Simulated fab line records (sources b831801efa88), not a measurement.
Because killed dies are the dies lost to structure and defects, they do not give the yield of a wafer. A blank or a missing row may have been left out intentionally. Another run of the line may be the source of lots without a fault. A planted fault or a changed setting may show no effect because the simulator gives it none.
fab line records | flow sky130
record lots=12 wafers=35 last-day=49
route steps=708 shown FIELD_ISO@1 NWELL@58 VT_ADJUST_HVTP@93
lots with no fault: from the same line, run without faults
start-h: hours from the record's first day to the start of the lot's first wafer shown | wait-h: hours elapsed since this lot's preceding step | " unchanged from the row above | L1.1+2: a row that stands for several wafers | - no value, or no start given | * or withheld: withheld | < > ~ a bound
route shown NAME@n: a module of which the file shows steps, and the number in the route of the first | usual: mean and standard deviation over wafers with no fault | same: alike in all rows | chamber/n: place in a boat | sites: readings site by site | _std_site: their standard deviation | _edge_site: outer sites' mean less inner sites' | radius-mm: for every site, how far away it sits from the centre of the wafer | mask NAME#n: copy n | behind: the tool/chamber that last shaped the wafer | hold: why the lot was held/for how many hours/how that ended | device: whichever transistor did not switch (one of n, p or np) | end of line: the tests these same wafers got at the end of their route | for a step that has no rows: nothing shown but its recipe | killed: dies that structure and defects cost at the first sort, which is not the same as the wafer's yield | map: dies across one wafer; x = killed, . = not, _ = none there
set.NAME: the run value of the setting; set.NAME@STEP: its run value at that earlier step | model.NAME: the simulator's own value behind a step, which no gauge read
route steps across a sampled set of lots; one table per step, one row per wafer
services: the hour from which a tool's chamber was out of use, counted from the record's first day as start-h (under 0 if before that day), plus the number of hours and why
## steps
# step SKY_FIELD_ISO_BOW_MEAS_00
# recipe mode=bow
# usual INCOMING_BOW=1/6.5
# columns lot.wafer tool chamber start-h wait-h INCOMING_BOW[um]
L346.2 film-metro-01 - 10.02 - 4
L346.4 " - " " -1
L346.5 " - " " 5
L348.1 film-metro-02 - 20.00 - -3
L348.3 " - " " 5
L348.5 " - " " 8
L349.1 film-metro-01 - 25.00 - 7
L349.4 " - " " 1
L349.6 " - " " 6
L350.2 film-metro-03 - 30.02 - 4
L350.3 " - " " 4
L350.4 " - " " 21
L352.1 film-metro-01 - 40.00 - 8
L352.4 " - " " -5
L352.6 " - " " 1
L353.1 film-metro-03 - 45.00 - 3
L353.4 " - " " -1
L353.6 " - " " 2
L355.2 film-metro-01 - 55.02 - 3
L355.4 " - " " -2
L355.6 " - " " 0
L357.2 film-metro-03 - 65.02 - 1
L357.4 " - " " 3
L357.5 " - " " 1
L358.4 film-metro-02 - 70.06 - 6
L358.6 " - " " 0
L360.1 film-metro-02 - 80.00 - 4
L360.3 " - " " 2
L360.4 " - " " 18
L363.1 film-metro-03 - 95.00 - -9
L363.3 " - " " -8
L363.6 " - " " 4
L365.3 film-metro-01 - 105.04 - 7
L365.4 " - " " 0
L365.6 " - " " 8
# step SKY_FIELD_ISO_CMP_27
# recipe stop-on=Si3N4 t-overpolish-s=16 down-force-psi=4 platen-rpm=60 target-thk-nm=457.8 pad-velocity-m-s=0.94248
# usual motor-current-A=11.1/0.87 overpolish-run-s=16.000/0.0093 time-to-endpoint-s=116/5.3
# columns lot.wafer tool chamber start-h wait-h motor-current-A overpolish-run-s time-to-endpoint-s
L346.2 cmp-02 0 35.59 0.1 10.1 16.000 116
L346.4 " 1 " " 13.2 15.999 119
L346.5 " 3 " " 11.5 15.998 111
L348.3 cmp-02 0 45.85 0.0 10.0 15.988 127
L348.1 " 2 " " 11.3 15.992 113
L348.5 " 1 " " 12.7 15.989 123
L349.1 cmp-01 1 50.89 0.1 11.6 16.010 121
L349.4 " 2 " " 11.2 15.991 109
L349.6 " 0 " " 10.0 15.989 111
L350.4 cmp-02 1 56.71 0.0 12.4 15.995 120
L350.2 " 2 " " 11.7 15.991 113
L350.3 " 0 " " 10.0 15.997 116
L352.1 cmp-01 1 67.63 0.3 11.6 15.997 120
L352.4 " 2 " " 11.0 15.999 113
L352.6 " 3 " " 11.8 15.999 118
L353.4 cmp-02 1 74.30 0.0 12.8 15.994 119
L353.1 " 2 " " 11.2 16.012 111
L353.6 " 1 " " 12.3 16.012 121
L355.2 cmp-01 3 84.07 0.0 10.7 16.004 118
L355.4 " 1 " " 11.2 16.016 119
L355.6 " 0 " " 10.6 15.980 112
L357.2 cmp-02 3 94.52 0.1 11.1 15.984 119
L357.4 " 0 " " 9.7 15.990 116
L357.5 " 2 " " 10.6 16.000 119
L358.4 cmp-01 1 99.70 0.1 10.9 15.988 120
L358.6 " 3 " " 11.1 15.987 120
L360.4 cmp-01 0 106.85 0.0 10.0 16.003 101
L360.3 " 2 " " 10.7 15.998 108
L360.1 " 3 " " 11.7 16.000 112
L363.1 cmp-01 1 122.49 0.1 11.6 15.996 117
L363.3 " 2 " " 11.3 15.989 107
L363.6 " 0 " " 9.8 16.015 107
L365.3 cmp-01 1 132.65 0.0 11.2 15.992 115
L365.4 " 3 " " 11.3 16.013 112
L365.6 " 2 " " 10.9 15.994 114
# step SKY_NWELL_COAT_05
# recipe spin-rpm=2000 resist-thk-nm=3000
# columns lot.wafer tool chamber start-h wait-h
L346.2+4+5 litho-track-04 0 79.53 0.1
L348.1+3+5 litho-track-04 0 88.36 0.1
L349.1+4+6 litho-track-04 0 94.16 0.1
L350.2+3+4 litho-track-03 0 100.16 0.1
L352.1+4+6 litho-track-04 0 116.96 0.1
L353.1+4+6 litho-track-03 0 122.14 0.1
L355.2+4+6 litho-track-03 0 138.46 0.1
L357.2+4+5 litho-track-03 0 144.86 0.1
L358.4+6 litho-track-04 0 149.58 0.1
L360.1+3+4 litho-track-03 0 158.64 0.1
L363.1+3+6 litho-track-03 0 174.74 0.1
L365.3+4+6 litho-track-01 0 185.96 0.1
# step SKY_NWELL_STRIP_14
# recipe chemistry=O2/N2 power-w=1400 pressure-mtorr=1500 platen-temp-c=withheld o2-flow-sccm=3000 n2-flow-sccm=300 overash-fraction=0.5
# usual drypump-motor-current-A=6.0/0.33 n2-flow-sccm=300.0/0.87 oes-product-au=0.723/0.0043 strip-time-to-endpoint-s=36.84/0.11
# columns lot.wafer tool chamber start-h wait-h drypump-motor-current-A n2-flow-sccm oes-product-au rf-hours-counter-h strip-time-to-endpoint-s
L346.2 plasma-asher-04 0 88.25 0.1 5.9 299.7 0.723 38 37.02
L346.4 " 1 " " 6.5 300.3 0.719 - 36.91
L346.5 " 1 " " 6.5 300.2 0.721 - 36.95
L348.1 plasma-asher-02 0 97.78 0.1 5.7 299.0 0.716 42 36.82
L348.3 " 1 " " 6.3 300.2 0.719 - 36.93
L348.5 " 0 " " 5.7 298.8 0.719 - 36.85
L349.1 plasma-asher-04 1 103.30 0.1 6.4 300.8 0.722 39 36.92
L349.4 " 0 " " 5.9 300.2 0.718 - 36.93
L349.6 " 0 " " 5.9 300.4 0.718 - 37.03
L350.2 plasma-asher-02 0 109.83 0.1 5.7 300.3 0.719 44 36.80
L350.3 " 1 " " 6.3 299.1 0.718 - 36.91
L350.4 " 0 " " 5.7 299.4 0.720 - 36.94
L352.1 plasma-asher-03 0 126.70 0.1 5.5 299.7 0.722 31 36.99
L352.4 " 1 " " 5.5 300.0 0.724 - 37.03
L352.6 " 1 " " 5.5 299.6 0.715 - 36.86
L353.1 plasma-asher-04 0 132.35 0.1 5.9 301.4 0.727 1 36.63
L353.4 " 0 " " 6.0 300.7 0.724 - 36.63
L353.6 " 1 " " 6.4 299.1 0.717 - 36.60
L355.2 plasma-asher-02 0 148.58 0.1 5.7 300.9 0.726 48 36.81
L355.4 " 0 " " 5.7 299.6 0.716 - 36.75
L355.6 " 1 " " 6.3 300.5 0.729 - 36.75
L357.2 plasma-asher-02 1 155.13 0.1 6.2 301.3 0.724 48 36.82
L357.4 " 1 " " 6.3 298.9 0.726 - 36.78
L357.5 " 1 " " 6.3 299.4 0.727 - 36.81
L358.4 plasma-asher-04 0 160.43 0.1 5.9 300.5 0.724 - 36.97
L358.6 " 1 " " 6.4 300.1 0.731 - 36.91
L360.1 plasma-asher-02 0 169.18 0.1 5.7 298.5 0.706 50 11.41
L360.3 " 0 " " 5.7 298.5 0.703 - 11.38
L360.4 " 1 " " 6.3 298.4 0.702 - 11.43
L363.1 plasma-asher-03 1 186.10 0.1 5.6 299.5 0.703 37 11.40
L363.3 " 1 " " 5.6 299.8 0.701 - 11.41
L363.6 " 1 " " 5.6 300.5 0.714 - 11.44
L365.3 plasma-asher-02 0 197.03 0.1 5.7 299.9 0.722 - 36.84
L365.4 " 1 " " 6.3 299.1 0.716 - 36.68
L365.6 " 0 " " 5.7 300.1 0.724 - 36.65
# step SKY_NWELL_TW_MEAS_26
# usual NWELL_2_TW=494/3.9
# columns lot.wafer tool chamber start-h wait-h NWELL_2_TW
L346.2 film-metro-01 - 106.04 0.1 495
L346.4 " - " " 493
L346.5 " - " " 493
L348.1 film-metro-01 - 115.85 0.1 494
L348.3 " - " " 497
L348.5 " - " " 493
L349.1 film-metro-01 - 121.83 0.1 498
L349.4 " - " " 498
L349.6 " - " " 499
L350.2 film-metro-02 - 129.60 0.1 494
L350.3 " - " " 495
L350.4 " - " " 500
L352.1 film-metro-04 - 146.45 0.1 495
L352.4 " - " " 493
L352.6 " - " " 493
L353.1 film-metro-01 - 151.93 0.1 501
L353.4 " - " " 504
L353.6 " - " " 502
L355.2 film-metro-04 - 168.95 0.1 494
L355.4 " - " " 493
L355.6 " - " " 491
L357.2 film-metro-01 - 175.75 0.1 496
L357.4 " - " " 497
L357.5 " - " " 498
L358.4 film-metro-02 - 181.62 0.1 491
L358.6 " - " " 490
L360.1 film-metro-04 - 191.09 0.1 774
L360.3 " - " " 779
L360.4 " - " " 767
L363.1 film-metro-02 - 208.18 0.1 793
L363.3 " - " " 793
L363.6 " - " " 776
L365.3 film-metro-02 - 219.67 0.1 492
L365.4 " - " " 489
L365.6 " - " " 492
# step SKY_VT_ADJUST_HVTP_OVL_MEAS_08
# usual VT_ADJUST_HVTP_OVL=0.4/1.2
# columns lot.wafer tool chamber start-h wait-h VT_ADJUST_HVTP_OVL[nm]
L346.2 overlay-01 - 125.19 0.1 1.3
L346.4 " - " " 0.8
L346.5 " - " " 0.4
L348.1 overlay-02 - 135.28 0.1 1.5
L348.3 " - " " 3.5
L348.5 " - " " 1.2
L349.1 overlay-01 - 141.56 0.1 1.1
L349.4 " - " " 1.0
L349.6 " - " " 1.1
L350.2 overlay-02 - 149.39 0.1 -1.5
L350.3 " - " " 0.3
L350.4 " - " " 1.0
L352.1 overlay-01 - 166.66 0.1 0.5
L352.4 " - " " 0.7
L352.6 " - " " 0.8
L353.1 overlay-01 - 172.00 0.1 1.4
L353.4 " - " " 0.9
L353.6 " - " " 1.6
L355.2 overlay-01 - 191.17 0.1 -0.3
L355.4 " - " " -1.3
L355.6 " - " " -1.1
L357.2 overlay-01 - 197.67 0.1 0.0
L357.4 " - " " 0.7
L357.5 " - " " 2.0
L358.4 overlay-01 - 203.00 0.1 0.2
L358.6 " - " " -0.8
L360.1 overlay-02 - 212.58 0.1 0.5
L360.3 " - " " -0.1
L360.4 " - " " -0.4
L363.1 overlay-02 - 231.53 0.1 0.3
L363.3 " - " " -1.3
L363.6 " - " " -1.0
L365.3 overlay-02 - 243.32 0.1 -3.0
L365.4 " - " " -0.8
L365.6 " - " " -2.6
## services
# columns tool chamber start-h hours kind
plasma-asher-02 - 16.10 0.9 repair
plasma-asher-02 - 21.75 1.2 repair
cmp-02 - 23.61 4.1 repair
cmp-01 - 52.44 6.5 pm
plasma-asher-03 - 58.60 5.5 repair
cmp-02 - 64.00 4.0 pm
plasma-asher-03 - 64.40 0.9 repair
cmp-02 - 68.00 - consumable-replace:conditioner
cmp-02 - 68.00 - consumable-replace:pad
cmp-02 - 68.91 3.6 repair
cmp-01 - 73.00 1.0 repair
cmp-02 - 86.55 1.8 repair
plasma-asher-04 - 108.75 9.0 pm
plasma-asher-04 0 108.75 9.0 vent-cycle
plasma-asher-04 1 108.75 9.0 vent-cycle
plasma-asher-04 0 117.75 - clean
plasma-asher-04 1 117.75 - clean
cmp-01 - 125.55 2.6 repair
cmp-01 - 133.74 1.2 repair
cmp-02 - 150.36 4.6 repair
cmp-02 - 150.71 2.1 repair
cmp-01 - 154.00 1.9 repair
plasma-asher-03 - 158.99 2.4 repair
cmp-01 - 175.18 0.3 repair
## key
first-sign step=SKY_NWELL_STRIP_14 reading=strip-time-to-endpoint-s direction=down sigmas=99+ usual=* struck=*
effect step=SKY_NWELL_STRIP_14 reading=oes-product-au direction=down sigmas=4.1 usual=0.723 struck=0.705
effect step=SKY_NWELL_TW_MEAS_26 reading=NWELL_2_TW direction=up sigmas=74 usual=494 struck=781
met-at SKY_NWELL_COAT_05
struck-lots L360,L363
tester-left-out L360,L363
baseline-loss step=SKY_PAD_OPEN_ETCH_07 wafers=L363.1
not-acting-at SKY_FIELD_ISO_BOW_MEAS_00,SKY_FIELD_ISO_CMP_27,SKY_VT_ADJUST_HVTP_OVL_MEAS_08
onset-between 144.86 158.64
fault kind=process-parameter-drift tool=litho-track-03 chamber=- onset-h=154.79 steps=SKY_NWELL_COAT_05 channel=resist-thk-nm offset=-2161.7 shape=step end-h=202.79 acts-in=these-recipes-only stated=3000
# tester-left-out: of these lots the tester's yield and bins aren't shown, on N5 and GAA mostly nor the transistor test; their killed dies are dies lost to structure and defects alone, not to doping, threshold or leakage, so they don't give the yield
# baseline-loss: these wafers lose ten dies or more at that step, a loss of the line's own and not of a fault; the sort's usual values leave them out
